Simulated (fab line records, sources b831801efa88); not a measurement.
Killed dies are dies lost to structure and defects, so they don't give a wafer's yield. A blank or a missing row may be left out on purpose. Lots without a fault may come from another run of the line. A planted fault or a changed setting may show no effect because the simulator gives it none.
Which tool did it? | flow sfq_line | 14 lots, 42 wafers sampled, at 5 steps of a route of 325

WHAT THE GAUGES READ, wafer by wafer
The record holds no reading of a measuring or inspecting step that can be judged against a usual standard deviation.

WHICH TOOL RAN EACH LOT (tool, then ch and the chambers of the sampled wafers, then the start)
lot  | SFQ_TRILAYER_L0_STRIP_STRIP_009  | SFQ_TRILAYER_M0_LITHO_COAT_026    | SFQ_TRILAYER_M0_BARC_OPEN_METAL_ETCH_031 | SFQ_TRILAYER_M1_STRIP_STRIP_043   | SFQ_TRILAYER_I1_VIA_STRIP_STRIP_053
L322 | rie_metal-04 ch 0,1, day 4 11:37 | litho_track-01 ch 0, day 8 00:43  | rie_metal-04 ch 0,1, day 11 18:19        | rie_metal-02 ch 0,1, day 22 08:59 | rie_metal-02 ch 0,1, day 29 08:40
L323 | rie_metal-02 ch 0,1, day 4 17:37 | litho_track-04 ch 0, day 8 12:14  | rie_metal-02 ch 1, day 12 03:55          | rie_metal-04 ch 0,1, day 23 22:26 | rie_metal-01 ch 0, day 30 16:46
L324 | rie_metal-03 ch 0,1, day 5 02:01 | litho_track-02 ch 0, day 8 23:02  | rie_metal-02 ch 1, day 12 15:54          | rie_metal-02 ch 0, day 24 13:01   | rie_metal-03 ch 0,1, day 31 11:58
L325 | rie_metal-04 ch 1, day 5 10:40   | litho_track-01 ch 0, day 9 09:46  | rie_metal-01 ch 0,1, day 13 01:38        | rie_metal-03 ch 0,1, day 24 18:50 | rie_metal-02 ch 0,1, day 31 15:34
L328 | rie_metal-02 ch 0,1, day 6 11:26 | litho_track-04 ch 0, day 10 03:53 | rie_metal-01 ch 0,1, day 14 05:37        | rie_metal-04 ch 1, day 26 11:49   | rie_metal-02 ch 0,1, day 33 02:28
L329 | rie_metal-03 ch 0,1, day 6 13:50 | litho_track-02 ch 0, day 10 07:28 | rie_metal-04 ch 0,1, day 14 11:37        | rie_metal-04 ch 1, day 26 15:25   | rie_metal-03 ch 0,1, day 33 03:40
L330 | rie_metal-04 ch 0,1, day 6 16:14 | litho_track-02 ch 0, day 10 12:59 | rie_metal-04 ch 0,1, day 14 20:01        | rie_metal-02 ch 0,1, day 27 01:23 | rie_metal-01 ch 0, day 33 08:40
L331 | rie_metal-04 ch 0,1, day 6 23:41 | litho_track-04 ch 0, day 10 20:07 | rie_metal-01 ch 0,1, day 15 05:37        | rie_metal-02 ch 0,1, day 27 09:47 | rie_metal-01 ch 0, day 33 13:28
L332 | rie_metal-03 ch 0,1, day 7 03:02 | litho_track-04 ch 0, day 10 22:31 | rie_metal-02 ch 0,1, day 15 09:58        | rie_metal-02 ch 0, day 27 12:11   | rie_metal-02 ch 1, day 33 14:28
L333 | rie_metal-02 ch 0,1, day 7 08:02 | litho_track-04 ch 0, day 11 05:46 | rie_metal-01 ch 0,1, day 15 19:35        | rie_metal-02 ch 0,1, day 28 07:42 | rie_metal-02 ch 0,1, day 33 21:52
L335 | rie_metal-04 ch 0,1, day 7 17:26 | litho_track-01 ch 0, day 11 13:28 | rie_metal-02 ch 0,1, day 16 05:10        | rie_metal-03 ch 0,1, day 28 20:42 | rie_metal-03 ch 0,1, day 34 06:04
L336 | rie_metal-04 ch 0,1, day 7 22:14 | litho_track-01 ch 0, day 11 18:16 | rie_metal-04 ch 0,1, day 16 08:46        | rie_metal-02 ch 0,1, day 28 23:06 | rie_metal-01 ch 0,1, day 34 07:16
L339 | rie_metal-02 ch 0,1, day 8 19:33 | litho_track-01 ch 0, day 12 13:27 | rie_metal-02 ch 0,1, day 17 04:06        | rie_metal-02 ch 0,1, day 29 23:28 | rie_metal-02 ch 0,1, day 35 10:52
L344 | rie_metal-02 ch 0,1, day 9 11:38 | litho_track-02 ch 0, day 13 05:12 | rie_metal-01 ch 0,1, day 17 22:13        | rie_metal-02 ch 0,1, day 31 10:47 | rie_metal-03 ch 0,1, day 37 13:32
- SFQ_TRILAYER_L0_STRIP_STRIP_009: strips in O2.
- SFQ_TRILAYER_M0_LITHO_COAT_026: resist thk 62 nm.
- SFQ_TRILAYER_M0_BARC_OPEN_METAL_ETCH_031: etches BARC in O2, target depth 125 nm, time 41.7 s.
- SFQ_TRILAYER_M1_STRIP_STRIP_043: strips in O2.
- SFQ_TRILAYER_I1_VIA_STRIP_STRIP_053: strips in O2.

WHAT THE TOOLS THEMSELVES READ (means of the sampled wafers that have a number; where no wafer has one, the mark that the record gives instead)
SFQ_TRILAYER_L0_STRIP_STRIP_009.
lot  | tool         | drypump_motor_current_A (A) | oes_product_au (a.u.) | platen_temp_c (C)
L322 | rie_metal-04 | 5.9                         | 1.002                 | 40.01
L323 | rie_metal-02 | 5.3                         | 0.996                 | 40.04
L324 | rie_metal-03 | 6.3                         | 1.007                 | 39.92
L325 | rie_metal-04 | 6.0                         | 0.998                 | 40.21
L328 | rie_metal-02 | 5.3                         | 0.987                 | 39.89
L329 | rie_metal-03 | 6.1                         | 1.015                 | 40.06
L330 | rie_metal-04 | 5.9                         | 1.001                 | 40.08
L331 | rie_metal-04 | 5.9                         | 1.000                 | 40.08
L332 | rie_metal-03 | 6.1                         | 1.012                 | 39.98
L333 | rie_metal-02 | 5.3                         | 0.988                 | 40.03
L335 | rie_metal-04 | 5.9                         | 1.001                 | 40.10
L336 | rie_metal-04 | 5.9                         | 1.001                 | 40.06
L339 | rie_metal-02 | 5.3                         | 0.995                 | 40.08
L344 | rie_metal-02 | 5.2                         | 0.989                 | 39.91

SFQ_TRILAYER_M0_BARC_OPEN_METAL_ETCH_031.
lot  | tool         | drypump_motor_current_A (A) | oes_product_au (a.u.) | rf_fwd_power_W (W)
L322 | rie_metal-04 | 5.9                         | 0.687                 | 594.3
L323 | rie_metal-02 | 5.4                         | 0.687                 | 592.4
L324 | rie_metal-02 | 5.4                         | 0.684                 | 591.2
L325 | rie_metal-01 | 6.1                         | 0.685                 | 595.2
L328 | rie_metal-01 | 6.1                         | 0.684                 | 593.9
L329 | rie_metal-04 | 5.9                         | 0.684                 | 595.4
L330 | rie_metal-04 | 5.9                         | 0.684                 | 593.9
L331 | rie_metal-01 | 6.1                         | 0.691                 | 592.3
L332 | rie_metal-02 | 5.2                         | 0.688                 | 593.7
L333 | rie_metal-01 | 6.0                         | 0.684                 | 591.1
L335 | rie_metal-02 | 5.3                         | 0.685                 | 594.7
L336 | rie_metal-04 | 5.9                         | 0.619                 | 592.1
L339 | rie_metal-02 | 5.2                         | 0.615                 | 592.1
L344 | rie_metal-01 | 6.0                         | 0.688                 | 595.0

SFQ_TRILAYER_M1_STRIP_STRIP_043.
lot  | tool         | drypump_motor_current_A (A) | oes_product_au (a.u.) | platen_temp_c (C)
L322 | rie_metal-02 | 5.3                         | 0.987                 | 39.90
L323 | rie_metal-04 | 5.9                         | 1.004                 | 39.93
L324 | rie_metal-02 | 5.1                         | 0.985                 | 40.14
L325 | rie_metal-03 | 6.1                         | 1.013                 | 39.89
L328 | rie_metal-04 | 6.0                         | 0.995                 | 39.93
L329 | rie_metal-04 | 6.0                         | 1.003                 | 40.14
L330 | rie_metal-02 | 5.3                         | 0.982                 | 40.04
L331 | rie_metal-02 | 5.2                         | 0.997                 | 40.03
L332 | rie_metal-02 | 5.1                         | 0.990                 | 40.01
L333 | rie_metal-02 | 5.3                         | 0.991                 | 39.97
L335 | rie_metal-03 | 6.3                         | 1.011                 | 39.88
L336 | rie_metal-02 | 5.3                         | 0.992                 | 40.09
L339 | rie_metal-02 | 5.3                         | 0.997                 | 40.09
L344 | rie_metal-02 | 5.3                         | 0.995                 | 39.93

SFQ_TRILAYER_I1_VIA_STRIP_STRIP_053.
lot  | tool         | drypump_motor_current_A (A) | oes_product_au (a.u.) | platen_temp_c (C)
L322 | rie_metal-02 | 5.2                         | 1.000                 | 40.00
L323 | rie_metal-01 | 6.1                         | 1.006                 | 40.05
L324 | rie_metal-03 | 6.3                         | 1.000                 | 40.08
L325 | rie_metal-02 | 5.2                         | 0.996                 | 40.00
L328 | rie_metal-02 | 5.3                         | 0.990                 | 40.00
L329 | rie_metal-03 | 6.3                         | 1.001                 | 40.04
L330 | rie_metal-01 | 6.1                         | 1.008                 | 40.24
L331 | rie_metal-01 | 6.1                         | 1.000                 | 40.00
L332 | rie_metal-02 | 5.4                         | 0.989                 | 39.89
L333 | rie_metal-02 | 5.3                         | 0.984                 | 39.94
L335 | rie_metal-03 | 6.3                         | 1.008                 | 39.93
L336 | rie_metal-01 | 6.1                         | 1.004                 | 39.91
L339 | rie_metal-02 | 5.1                         | 0.994                 | 40.01
L344 | rie_metal-03 | 6.1                         | 1.009                 | 40.02

THE ANSWER, worked out from the rows above alone
Rule: what is usual is taken from the lots themselves. Put in order of their means at a reading, lots are off if they are a third of the lots or fewer, leave a main group of 4 or more, and stand apart from it by a gap of 3 or more times the standard deviation of the main group's means; of several such gaps the widest counts. A main group whose means are all the same, to the digits that the tables above print for the reading, isn't used. A lot without any number at a reading at which 4 lots or more have one is off too. The other lots that the step has rows for count as sound. The gauges are gone through in route order, then the tools' own readings, and for those a lot's mean is taken as printed above. The first step at which some lot is off is used, and at that step the reading that is off furthest; a lot without a number counts as furthest.
Off: L336, L339, at SFQ_TRILAYER_M0_BARC_OPEN_METAL_ETCH_031 (oes_product_au). The main group: mean 0.686 a.u., standard deviation 0.0022.
A tool fits if, at that step or a process step before it, it ran every lot that is off, and no sound lot after the first of them. One fits: litho_track-01 at SFQ_TRILAYER_M0_LITHO_COAT_026. Its last sound lot is L335 (day 11 13:28), its first lot that is off L336 (day 11 18:16): a fault that began between those two fits.

WHAT THE SIMULATOR HAD PUT IN
Process parameter drift: litho_track-01, from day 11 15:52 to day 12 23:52, at SFQ_TRILAYER_M0_LITHO_COAT_026. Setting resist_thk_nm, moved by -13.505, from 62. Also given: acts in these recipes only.
Lots struck among those shown: L336, L339. The rule above found the same.
